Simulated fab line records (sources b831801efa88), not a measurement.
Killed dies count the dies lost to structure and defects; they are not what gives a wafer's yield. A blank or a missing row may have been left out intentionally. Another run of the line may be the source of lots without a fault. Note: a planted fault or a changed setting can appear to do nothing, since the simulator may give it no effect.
A struck lot beside a sound one || flow sky130 || 43 out of 708 route steps
Sound: these wafers, L639.1, L639.3, L639.4. Wafers struck: L634.1, L634.2, L634.6. At the end, the cause is stated.
At each step with rows: each side's tool, then ch and its chambers, then its first start. Under that, the readings that differ: sound wafers || struck wafers || difference of the means || sigmas: that difference in standard deviations of wafers without a fault.
alike: readings with means less than 2 such deviations apart, plus words and numbers identical on both sides. not compared: withheld readings, readings lacking a value on some wafer, bounds such as >300 that could conceal the same value, and numbers that have no deviation in the record and whose values overlap.
The two part at a step that has a row with sigmas, a row that says differs or no value, or rows on one side only. When numbers do not overlap yet have no deviation, they are printed without sigmas and do not part them. A reading that every wafer of one side lacks parts them only if that side has two wafers or more.

first, 1 step without rows for these wafers: SKY_VT_ADJUST_PCH_IMPLANT_08.
SKY_VT_ADJUST_PCH_STRIP_09: strips in O2/N2.
  sound on plasma-asher-01 ch 0,1, day 14 14:56; struck on plasma-asher-03 ch 0,1, day 12 17:50
{"reading": "strip-time-to-endpoint-s (s)", "sound": "37.08 37.16 37.15", "struck": "36.87 36.78 36.80", "difference": -0.31, "sigmas": -3}
  alike: chamber-pressure-mTorr, drypump-motor-current-A, oes-product-au
  not compared: rf-hours-counter-h
SKY_VT_ADJUST_PCH_TW_MEAS_10:
  sound on film-metro-04, day 14 15:02; struck on film-metro-04, day 12 17:56
{"reading": "VT_ADJUST_PCH_TW", "sound": "142.8 143.0 142.5", "struck": "143.9 144.7 144.5", "difference": "+1.6", "sigmas": "+2"}
then, 7 steps without rows for these wafers: SKY_SONOS_TUNNEL_DEHYDRATE_00 (time 60 s); SKY_SONOS_TUNNEL_HMDS_01 (prime time 60 s); SKY_SONOS_TUNNEL_COAT_02 (resist thk 1140 nm); SKY_SONOS_TUNNEL_SOFTBAKE_03 (time 60 s); SKY_SONOS_TUNNEL_EXPOSE_04 (exposes mask TUNM, target cd 410 nm); SKY_SONOS_TUNNEL_PEB_05; SKY_SONOS_TUNNEL_DEVELOP_06 (develop time 60 s).
SKY_SONOS_TUNNEL_CD_MEAS_07: target cd 410 nm.
  sound on cd-sem-01, day 15 17:21; struck on cd-sem-01, day 13 18:42
  alike: cd-nm
SKY_SONOS_TUNNEL_OVL_MEAS_08:
  sound on overlay-02, day 15 17:28; struck on overlay-01, day 13 18:49
  alike: SONOS_TUNNEL_OVL
SKY_SONOS_TUNNEL_IMPLANT_09:
  sound on implanter-02 ch 0, day 15 17:31; struck on implanter-03 ch 0, day 13 18:52
  alike: beam-energy-keV, end-station-pressure-torr
then, 2 steps without rows for these wafers: SKY_SONOS_TUNNEL_WET_ETCH_10 (etches SiO2 in dHF, target depth 14 nm, time 280 s); SKY_SONOS_TUNNEL_STRIP_11 (strips in SPM, time 600 s).
SKY_SONOS_TUNNEL_TW_MEAS_12:
  sound on film-metro-04, day 15 18:11; struck on film-metro-04, day 13 19:16
{"reading": "SONOS_TUNNEL_TW", "sound": "197.4 197.5 196.8", "struck": "194.5 194.1 194.9", "difference": -2.7, "sigmas": -2}
then, 2 steps without rows for these wafers: SKY_SONOS_TUNNEL_CLEAN_13 (cleans in dHF, time 20 s); SKY_SONOS_ONO_OXIDATION_00 (stabilise 600 s, purge 300 s, target thk 2.6 nm).
SKY_SONOS_ONO_THK_MEAS_01:
  sound on film-metro-01, day 15 19:54; struck on film-metro-02, day 13 22:05
  alike: SONOS_ONO_OXIDATION_THK
then, 1 step without rows for these wafers: SKY_SONOS_ONO_CVD_02 (deposits Si3N4 from DCS/NH3, target thk 10.5 nm, time 180 s).
SKY_SONOS_ONO_THK_MEAS_03:
  sound on film-metro-02, day 15 21:01; struck on film-metro-03, day 14 00:34
  alike: SONOS_ONO_CVD_02_THK
then, 1 step without rows for these wafers: SKY_SONOS_ONO_CVD_04 (deposits SiO2 from SiH4/N2O, target thk 5.7199 nm).
SKY_SONOS_ONO_THK_MEAS_05:
  sound on film-metro-02, day 15 22:19; struck on film-metro-02, day 14 01:52
  alike: SONOS_ONO_CVD_04_THK
then, 7 steps without rows for these wafers: SKY_SONOS_ONO_DEHYDRATE_06 (time 60 s); SKY_SONOS_ONO_HMDS_07 (prime time 60 s); SKY_SONOS_ONO_COAT_08 (resist thk 1140 nm); SKY_SONOS_ONO_SOFTBAKE_09 (time 60 s); SKY_SONOS_ONO_EXPOSE_10 (exposes mask ONOM, target cd 410 nm); SKY_SONOS_ONO_PEB_11; SKY_SONOS_ONO_DEVELOP_12 (develop time 60 s).
SKY_SONOS_ONO_CD_MEAS_13: target cd 410 nm.
  sound on cd-sem-01, day 17 02:43; struck on cd-sem-01, day 15 04:24
  alike: cd-nm
SKY_SONOS_ONO_OVL_MEAS_14:
  sound on overlay-01, day 17 02:50; struck on overlay-01, day 15 04:31
  alike: SONOS_ONO_OVL
SKY_SONOS_ONO_ETCH_15: etches the open film in CHF3/O2, target depth 19.52 nm, time 7.8 s.
  sound on rie-diel-03 ch 0,1,2, day 17 02:52; struck on rie-diel-02 ch 0,3, day 15 04:34
  alike: chamber-pressure-mTorr, chf3-flow-sccm, drypump-motor-current-A, oes-product-au, rf-fwd-power-W, throttle-valve-pct
  not compared: rf-hours-counter-h
then, 1 step without rows for these wafers: SKY_SONOS_ONO_WET_ETCH_16 (etches SiO2 in dHF, target depth 14 nm, time 280 s).
SKY_SONOS_ONO_STRIP_17: strips in O2/N2.
  sound on plasma-asher-04 ch 0,1, day 17 02:58; struck on plasma-asher-04 ch 0,1, day 15 04:40
  alike: chamber-pressure-mTorr, drypump-motor-current-A, oes-product-au, strip-time-to-endpoint-s
  not compared: rf-hours-counter-h
then, 3 steps without rows for these wafers: SKY_SONOS_ONO_WET_ETCH_18 (etches Si3N4 in H3PO4, target depth 15 nm, time 172 s); SKY_GATE_OXIDE_CLEAN_00 (cleans in SC1/SC2, time 150 s); SKY_GATE_OXIDE_OXIDATION_01 (stabilise 600 s, purge 300 s, target thk 10.268 nm).
SKY_GATE_OXIDE_THK_MEAS_02:
  sound on film-metro-02, day 17 05:58; struck on film-metro-04, day 15 06:43
  alike: GATE_OXIDE_OXIDATION_00_THK
then, 3 steps without rows for these wafers: SKY_GATE_OXIDE_DEHYDRATE_03 (time 60 s); SKY_GATE_OXIDE_HMDS_04 (prime time 60 s); SKY_GATE_OXIDE_COAT_05 (resist thk 1140 nm).
-- record jumps: 32 days separate the struck wafers' starts on either side; left off in module GATE_OXIDE, taken up again in module PAD_OPEN, whose first shown step is the route's number 708 --
SKY_PAD_OPEN_PROBE_99:
  sound on prober-01, day 48 18:23; struck on prober-02, day 47 08:52
{"reading": "model.etest.tip-sonos.rs-ohm-sq-range", "sound": "27.28 39.82 52.26", "struck": "94.15 130.7 96.78", "difference": "+67.42", "sigmas": ""}
  alike: killed_at_M0_to_M3, killed_at_M4_up, killed-at-contacts, killed-at-front-end, killed-at-other, killed-dies, killed-open, killed-short

## WHERE THEY PART
Earliest at SKY_VT_ADJUST_PCH_STRIP_09; latest, in this record, at SKY_SONOS_TUNNEL_TW_MEAS_12. Later steps at which nothing parts them and some readings are alike: SKY_SONOS_ONO_THK_MEAS_01, SKY_SONOS_ONO_THK_MEAS_03, SKY_SONOS_ONO_THK_MEAS_05, SKY_SONOS_ONO_CD_MEAS_13, SKY_SONOS_ONO_OVL_MEAS_14, SKY_SONOS_ONO_ETCH_15, SKY_SONOS_ONO_STRIP_17, SKY_GATE_OXIDE_THK_MEAS_02, SKY_PAD_OPEN_PROBE_99.

WHY: what had been put in by the simulator
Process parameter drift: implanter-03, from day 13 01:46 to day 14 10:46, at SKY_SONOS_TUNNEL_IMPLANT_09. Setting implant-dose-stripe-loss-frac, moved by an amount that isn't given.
